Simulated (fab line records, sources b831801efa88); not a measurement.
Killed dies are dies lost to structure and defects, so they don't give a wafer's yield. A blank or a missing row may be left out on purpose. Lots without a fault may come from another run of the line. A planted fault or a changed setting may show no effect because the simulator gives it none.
A struck lot beside a sound one | flow gf180mcu | 16 steps out of a route of 602
Sound: wafers L739.3, L739.4, L739.5. Struck: wafers L738.2, L738.5, L738.6. The cause comes at the end.
At each step with rows: each side's tool, then ch and its chambers, then its first start. Under that, the readings that differ: sound wafers | struck wafers | difference of the means | sigmas: that difference in standard deviations of wafers without a fault.
alike: readings whose means differ by less than 2 such deviations, and words and numbers that are the same on both sides. not compared: withheld readings, readings that some wafer has no value for, bounds like >300 that may hide the same value, and numbers for which the record gives no deviation and whose values overlap.
The two part at a step that has a row with sigmas, a row that says differs or no value, or rows on one side only. Numbers that don't overlap but have no deviation are shown without sigmas and don't part them. A reading that every wafer of one side lacks parts them only if that side has two wafers or more.

first, 4 steps without rows for these wafers: GF_VT_IMPLANT_SOFTBAKE_14 (time 60 s); GF_VT_IMPLANT_EXPOSE_15 (exposes mask Nwell LV AREA, target cd 860 nm); GF_VT_IMPLANT_PEB_16; GF_VT_IMPLANT_DEVELOP_17 (develop time 60 s).
GF_VT_IMPLANT_OVL_MEAS_18:
  sound on overlay-02, day 10 00:31; struck on overlay-01, day 9 14:46
  alike: VT_IMPLANT_01_OVL
then, 1 step without rows for these wafers: GF_VT_IMPLANT_IMPLANT_19.
GF_VT_IMPLANT_STRIP_20: strips in O2/N2.
  sound on plasma_asher-03 ch 0,1, day 10 00:43; struck on plasma_asher-03 ch 0,1, day 9 14:56
  alike: drypump_motor_current_A, heater_power_w, oes_product_au, strip_time_to_endpoint_s
  not compared: rf_hours_counter_h
GF_VT_IMPLANT_TW_MEAS_21:
  sound on film_metro-02, day 10 00:49; struck on film_metro-04, day 9 15:03
  alike: VT_IMPLANT_2_TW
then, 4 steps without rows for these wafers: GF_VT_IMPLANT_DEHYDRATE_22 (time 60 s); GF_VT_IMPLANT_HMDS_23 (prime time 60 s); GF_VT_IMPLANT_COAT_24 (resist thk 1000 nm); GF_VT_IMPLANT_SOFTBAKE_25 (time 60 s).
GF_VT_IMPLANT_EXPOSE_26: exposes mask LVPWELL HV AREA, target cd 860 nm.
  sound on iline_stepper-01 ch 0, day 10 10:04; struck on iline_stepper-02 ch 0, day 9 23:59
  reading                            | sound                   | struck            | difference | sigmas
  model.VT_IMPLANT.overlay_x_nm (nm) | -0.3872 -0.3872 -0.3872 | 178.1 178.1 178.1 | +178.5     |
  alike: mask, stage_vel_mm_s
then, 2 steps without rows for these wafers: GF_VT_IMPLANT_PEB_27; GF_VT_IMPLANT_DEVELOP_28 (develop time 60 s).
GF_VT_IMPLANT_OVL_MEAS_29:
  sound on overlay-01, day 10 18:52; struck on overlay-01, day 10 09:01
  reading                | sound        | struck            | difference | sigmas
  VT_IMPLANT_02_OVL (nm) | 0.9 -0.5 1.6 | 176.1 177.8 177.6 | +176.5     | +99 or more
  not compared: hold

WHERE THEY PART
Only at GF_VT_IMPLANT_OVL_MEAS_29, within this record.

WHY: what the simulator had put in
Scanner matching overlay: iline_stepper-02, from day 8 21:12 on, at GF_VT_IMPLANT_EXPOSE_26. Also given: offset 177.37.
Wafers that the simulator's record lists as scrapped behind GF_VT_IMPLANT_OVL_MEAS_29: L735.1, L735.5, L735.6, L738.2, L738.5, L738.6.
